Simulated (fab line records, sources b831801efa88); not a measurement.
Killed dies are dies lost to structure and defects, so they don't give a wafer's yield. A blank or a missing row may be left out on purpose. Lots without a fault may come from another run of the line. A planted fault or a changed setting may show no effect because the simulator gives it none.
Which tool did it? | flow sky130 | 12 lots, 36 wafers sampled, at 5 steps of a route of 708

WHAT THE GAUGES READ, wafer by wafer
SKY_SONOS_ONO_THK_MEAS_01.
lot  | measured     | on            | SONOS_ONO_OXIDATION_THK (nm)
L495 | day 12 06:36 | film_metro-02 | 2.56 2.62 2.54
L497 | day 13 00:58 | film_metro-04 | 2.59 2.64 2.59
L498 | day 13 16:00 | film_metro-04 | 2.58 2.59 2.54
L499 | day 13 17:06 | film_metro-04 | 2.59 2.66 2.63
L507 | day 16 16:42 | film_metro-04 | 2.62 2.66 2.65
L509 | day 17 01:40 | film_metro-03 | 2.55 2.59 2.62
L510 | day 17 06:56 | film_metro-04 | 2.59 2.68 2.70
L511 | day 17 09:47 | film_metro-04 | 2.64 2.61 2.63
L512 | day 18 01:31 | film_metro-04 | 2.70 2.77 2.64
L513 | day 18 10:00 | film_metro-02 | 2.62 2.70 2.61
L514 | day 18 09:59 | film_metro-04 | 2.60 2.54 2.61
L515 | day 18 19:04 | film_metro-03 | 2.56 2.64 2.58

SKY_SONOS_ONO_THK_MEAS_03.
lot  | measured     | on            | SONOS_ONO_CVD_02_THK (nm)
L495 | day 12 08:13 | film_metro-02 | 10.41 10.39 10.50
L497 | day 13 02:31 | film_metro-02 | 10.74 10.40 10.59
L498 | day 13 20:03 | film_metro-02 | 10.32 10.49 10.33
L499 | day 13 20:02 | film_metro-03 | 10.72 10.62 10.79
L507 | day 16 18:48 | film_metro-02 | 10.47 10.45 10.47
L509 | day 17 04:14 | film_metro-02 | 10.20 10.24 10.30
L510 | day 17 08:12 | film_metro-02 | 10.31 10.38 10.50
L511 | day 17 11:25 | film_metro-04 | 10.29 10.36 10.33
L512 | day 18 02:55 | film_metro-02 | 10.44 10.57 10.66
L513 | day 18 13:20 | film_metro-03 | 10.52 10.39 10.56
L514 | day 18 13:19 | film_metro-02 | 10.47 10.52 10.56
L515 | day 18 21:15 | film_metro-02 | 10.44 10.32 10.42

SKY_SONOS_ONO_THK_MEAS_05.
lot  | measured     | on            | SONOS_ONO_CVD_04_THK (nm)
L495 | day 12 09:31 | film_metro-02 | 5.68 5.62 5.60
L497 | day 13 03:50 | film_metro-02 | 6.52 6.51 6.42
L498 | day 13 21:22 | film_metro-03 | 6.37 6.26 6.37
L499 | day 13 21:25 | film_metro-03 | 6.34 6.28 6.34
L507 | day 16 20:07 | film_metro-02 | 5.68 5.68 5.67
L509 | day 17 05:33 | film_metro-03 | 5.67 5.55 5.62
L510 | day 17 09:31 | film_metro-02 | 5.80 5.73 5.74
L511 | day 17 12:43 | film_metro-02 | 5.80 5.76 5.88
L512 | day 18 04:14 | film_metro-03 | 5.59 5.76 5.60
L513 | day 18 14:38 | film_metro-04 | 5.59 5.64 5.67
L514 | day 18 14:38 | film_metro-03 | 5.78 5.72 5.80
L515 | day 18 22:34 | film_metro-03 | 5.77 5.62 5.66

WHICH TOOL RAN EACH LOT (tool, then ch and the chambers of the sampled wafers, then the start)
lot  | SKY_VT_ADJUST_PCH_STRIP_09           | SKY_SONOS_ONO_CVD_04
L495 | plasma_asher-02 ch 0,1, day 11 04:46 | lpcvd-03 ch 1, day 12 08:16
L497 | plasma_asher-03 ch 0,1, day 11 21:04 | lpcvd-03 ch 1, day 13 02:34
L498 | plasma_asher-03 ch 0,1, day 12 11:38 | lpcvd-03 ch 0, day 13 20:05
L499 | plasma_asher-02 ch 0,1, day 12 13:14 | lpcvd-03 ch 1, day 13 20:05
L507 | plasma_asher-04 ch 0, day 15 09:48   | lpcvd-03 ch 0, day 16 18:52
L509 | plasma_asher-04 ch 0,1, day 15 16:39 | lpcvd-03 ch 0, day 17 04:18
L510 | plasma_asher-04 ch 0,1, day 15 22:55 | lpcvd-03 ch 0, day 17 08:14
L511 | plasma_asher-02 ch 0,1, day 16 02:02 | lpcvd-03 ch 0, day 17 11:26
L512 | plasma_asher-03 ch 0,1, day 16 15:47 | lpcvd-03 ch 0, day 18 02:58
L513 | plasma_asher-03 ch 0,1, day 17 01:16 | lpcvd-03 ch 1, day 18 13:23
L514 | plasma_asher-04 ch 0,1, day 17 01:58 | lpcvd-03 ch 0, day 18 13:23
L515 | plasma_asher-04 ch 0,1, day 17 08:05 | lpcvd-03 ch 1, day 18 21:19
- SKY_VT_ADJUST_PCH_STRIP_09: strips in O2/N2.
- SKY_SONOS_ONO_CVD_04: deposits SiO2 from SiH4/N2O, target thk 5.7199 nm.

WHAT THE TOOLS THEMSELVES READ (means of the sampled wafers that have a number; where no wafer has one, the mark that the record gives instead)
SKY_VT_ADJUST_PCH_STRIP_09.
lot  | tool            | chamber_pressure_mTorr (mTorr) | drypump_motor_current_A (A) | oes_product_au (a.u.) | strip_time_to_endpoint_s (s)
L495 | plasma_asher-02 | 1500.6                         | 5.7                         | 0.722                 | 37.18
L497 | plasma_asher-03 | 1499.8                         | 5.7                         | 0.724                 | 36.79
L498 | plasma_asher-03 | 1500.7                         | 5.6                         | 0.721                 | 36.94
L499 | plasma_asher-02 | 1500.1                         | 5.7                         | 0.721                 | 37.04
L507 | plasma_asher-04 | 1500.6                         | 5.3                         | 0.723                 | 36.91
L509 | plasma_asher-04 | 1499.8                         | 5.9                         | 0.723                 | 36.80
L510 | plasma_asher-04 | 1500.1                         | 5.9                         | 0.719                 | 37.04
L511 | plasma_asher-02 | 1499.2                         | 5.7                         | 0.721                 | 36.77
L512 | plasma_asher-03 | 1498.9                         | 5.7                         | 0.725                 | 37.02
L513 | plasma_asher-03 | 1499.2                         | 5.7                         | 0.726                 | 36.83
L514 | plasma_asher-04 | 1499.6                         | 6.0                         | 0.725                 | 37.16
L515 | plasma_asher-04 | 1499.9                         | 5.6                         | 0.724                 | 36.93

SKY_SONOS_ONO_CVD_04.
lot  | tool     | pressure_mtorr (mTorr) | spike_tc_bottom_C (C)
L495 | lpcvd-03 | 400.0                  | 914
L497 | lpcvd-03 | 480.2                  | 914
L498 | lpcvd-03 | 480.1                  | 921
L499 | lpcvd-03 | 479.3                  | 914
L507 | lpcvd-03 | 399.2                  | 922
L509 | lpcvd-03 | 400.9                  | 921
L510 | lpcvd-03 | 399.9                  | 920
L511 | lpcvd-03 | 400.0                  | 920
L512 | lpcvd-03 | 399.8                  | 920
L513 | lpcvd-03 | 399.5                  | 914
L514 | lpcvd-03 | 400.3                  | 920
L515 | lpcvd-03 | 401.4                  | 914

THE ANSWER, worked out from the rows above alone
Rule: what is usual is taken from the lots themselves. Put in order of their means at a reading, lots are off if they are a third of the lots or fewer, leave a main group of 4 or more, and stand apart from it by a gap of 3 or more times the standard deviation of the main group's means; of several such gaps the widest counts. A main group whose means are all the same, to the digits that the tables above print for the reading, isn't used. A lot without any number at a reading at which 4 lots or more have one is off too. The other lots that the step has rows for count as sound. The gauges are gone through in route order, then the tools' own readings, and for those a lot's mean is taken as printed above. The first step at which some lot is off is used, and at that step the reading that is off furthest; a lot without a number counts as furthest.
Off: L497, L498, L499, at SKY_SONOS_ONO_THK_MEAS_05 (SONOS_ONO_CVD_04_THK). The main group: mean 5.69 nm, standard deviation 0.066.
A tool fits if, at a process step before that reading, it ran every lot that is off, and no sound lot after the first of them. The gauges at SKY_SONOS_ONO_THK_MEAS_05 aren't tried: what is off there is off at SKY_SONOS_ONO_CVD_04 too, on other tools, and a gauge's error can't cause that. None of those tried fits.

WHAT THE SIMULATOR HAD PUT IN
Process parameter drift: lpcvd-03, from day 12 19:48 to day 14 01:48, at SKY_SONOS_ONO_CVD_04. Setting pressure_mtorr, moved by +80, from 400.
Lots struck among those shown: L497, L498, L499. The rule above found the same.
